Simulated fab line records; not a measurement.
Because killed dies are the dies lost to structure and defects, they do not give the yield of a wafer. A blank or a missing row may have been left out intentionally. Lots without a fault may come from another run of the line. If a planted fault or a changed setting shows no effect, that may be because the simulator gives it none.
A struck lot beside a sound one | flow sfqLine | 13 steps out of a route of 325
Sound: these wafers, L564.2, L564.3, L564.6. Struck: wafer L576.1 (L576.3, L576.6, from the same lot, were not struck and are left out); the cause is given at the end.
Order at every step that has rows: each side's tool, ch and its chambers, its first start. Under that, the readings that differ: sound wafers | struck wafers | difference of the means | sigmas: that difference in standard deviations of wafers without a fault.
alike: a reading whose means differ by less than 2 such deviations, as well as words and numbers matching on both sides. not compared: withheld readings; readings where some wafer has no value; bounds like >300 that might hide an equal value; numbers whose values overlap and for which the record gives no deviation.
A row with sigmas, a row that says differs or no value, or rows on one side alone: a step with any of these is where the two part. Numbers that don't overlap but have no deviation are shown without sigmas and don't part them. Lack of a reading on every wafer of one side parts them only where that side has two or more wafers.

first, 1 step without rows for these wafers: SFQ_TRILAYER_M1_DEP_PRE_CLEAN_038 (time 22.5 s).
SFQ_TRILAYER_M1_DEP_SPUTTER_037: material Nb, target thk 200 nm, time 133.3 s.
  sound on pvdSputter-04 at day 18 19:30; struck on pvdSputter-04 at day 25 09:41
  alike: throttleValvePct
SFQ_M1_RS_MEAS_909: uses a four-point probe to measure.
  sound on filmMetro-03 at day 18 19:37; struck on filmMetro-04 at day 25 09:46
  alike: M1_NB_RS
then, 6 steps without rows for these wafers: SFQ_TRILAYER_M1_LITHO_COAT_044 (resist thk 62 nm); SFQ_TRILAYER_M1_LITHO_COAT_039 (resist thk 600 nm); SFQ_TRILAYER_M1_LITHO_SOFTBAKE_043; SFQ_TRILAYER_M1_LITHO_EXPOSE_040 (exposes mask M1, target cd 500 nm); SFQ_TRILAYER_M1_LITHO_PEB_042 (peb time 60 s); SFQ_TRILAYER_M1_LITHO_DEVELOP_041 (time 60 s).
SFQ_M1_OVL_MEAS_911:
  sound on overlay-01 at day 25 17:46; struck on overlay-02 at day 27 07:04
  alike: M1_OVL
SFQ_TRILAYER_M1_BARC_OPEN_METAL_ETCH_054: etches BARC in O2, target depth 125 nm, time 41.7 s.
  sound on rieMetal-03 ch 0,1, day 25 17:47; struck on rieMetal-04 ch 1, day 27 07:07
  alike: drypumpMotorCurrentA, oesProductAu
  not compared: rfHoursCounterH
SFQ_TRILAYER_M1_ETCH_METAL_ETCH_042: etches Nb in Cl2/Ar, stops on SiO2, target depth 240 nm, time 120 s.
  sound on rieMetal-03 ch 0,1, day 25 17:51; struck on rieMetal-04 ch 1, day 27 07:10
reading                                            | sound             | struck | difference | sigmas
model.KrF_of_TRILAYER_M1_LITHO_COAT_039.thkNm (nm) | 380.6 380.5 379.8 | 311.4  | -68.9      | 
model.M1.featureDepthNm (nm)                       | 197.9 198.6 196.9 | 213    | +15        | 
model.SiO2_of_TRILAYER_I0_DEP_PECVD_027.thkNm (nm) | 193.1 192.2 191.5 | 181.3  | -11.0      | 
  alike: drypumpMotorCurrentA, oesProductAu
  not compared: rfHoursCounterH
SFQ_TRILAYER_M1_STRIP_STRIP_043: strips in O2.
  sound on rieMetal-03 ch 0,1, day 25 17:59; struck on rieMetal-04 ch 1, day 27 07:17
reading             | sound             | struck | difference | sigmas
oesProductAu (a.u.) | 0.986 0.987 0.981 | 1.013  | +0.028     | +3
  alike: drypumpMotorCurrentA
  not compared: rfHoursCounterH

== WHERE THEY PART ==
At SFQ_TRILAYER_M1_STRIP_STRIP_043 and nowhere else, as far as this record goes.

WHY: what had been put in by the simulator
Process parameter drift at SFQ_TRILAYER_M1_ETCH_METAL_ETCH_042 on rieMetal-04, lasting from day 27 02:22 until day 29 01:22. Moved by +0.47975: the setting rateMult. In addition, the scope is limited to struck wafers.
